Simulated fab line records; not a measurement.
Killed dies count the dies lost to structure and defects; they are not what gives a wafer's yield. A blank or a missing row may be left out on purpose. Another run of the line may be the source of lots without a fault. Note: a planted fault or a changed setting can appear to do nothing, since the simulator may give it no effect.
Chamber matching	flow sky130	SKY_POLY_GATE_ETCH_15 on rie diel-03: 4 sister chambers
The step etches BARC in N2/H2, stops on SiO2, time 118.5 s, target depth 110 nm. 4 wafers are shown with their chamber, then 8 later ones without.

== WAFERS PAIRED WITH THEIR CHAMBERS ==
wafer	chamber	drypump motor current A (A)
L799.1	0	6.6
L813.2	3	5.4
L813.5	1	6.6
L814.2	2	5.6

== WAFERS MISSING THEIR CHAMBER ==
wafer	drypump motor current A (A)
L814.3	6.6
L814.6	5.4
L817.2	6.6
L817.3	6.5
L817.5	5.6
L818.2	6.6
L818.4	5.6
L818.5	5.4

== THE CHAMBER EACH PASSED THROUGH ==
wafer	from the rows above	in truth
L814.3	can't be placed: 0 or 1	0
L814.6	3	3
L817.2	can't be placed: 0 or 1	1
L817.3	can't be placed: 0 or 1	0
L817.5	2	2
L818.2	can't be placed: 0 or 1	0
L818.4	2	2
L818.5	3	3
Placed correctly: 4 of 8. These rows do not allow placing 4 (true chamber among the candidates in 4). Wrongly placed: 0.
How it was worked out, from the rows above alone: a wafer's distance from a chamber is the root of the sum, over the readings, of the square of ((its reading less the chamber's mean) divided by the reading's scatter). The wafer belongs to the nearest chamber; if the next one is less than 2 further off, it can't be placed. The mean given for a chamber averages the wafers shown for that chamber. The scatter (one wafer shown for each chamber): square how far every hidden wafer sits from the nearest shown wafer, average those squares and take the square root.
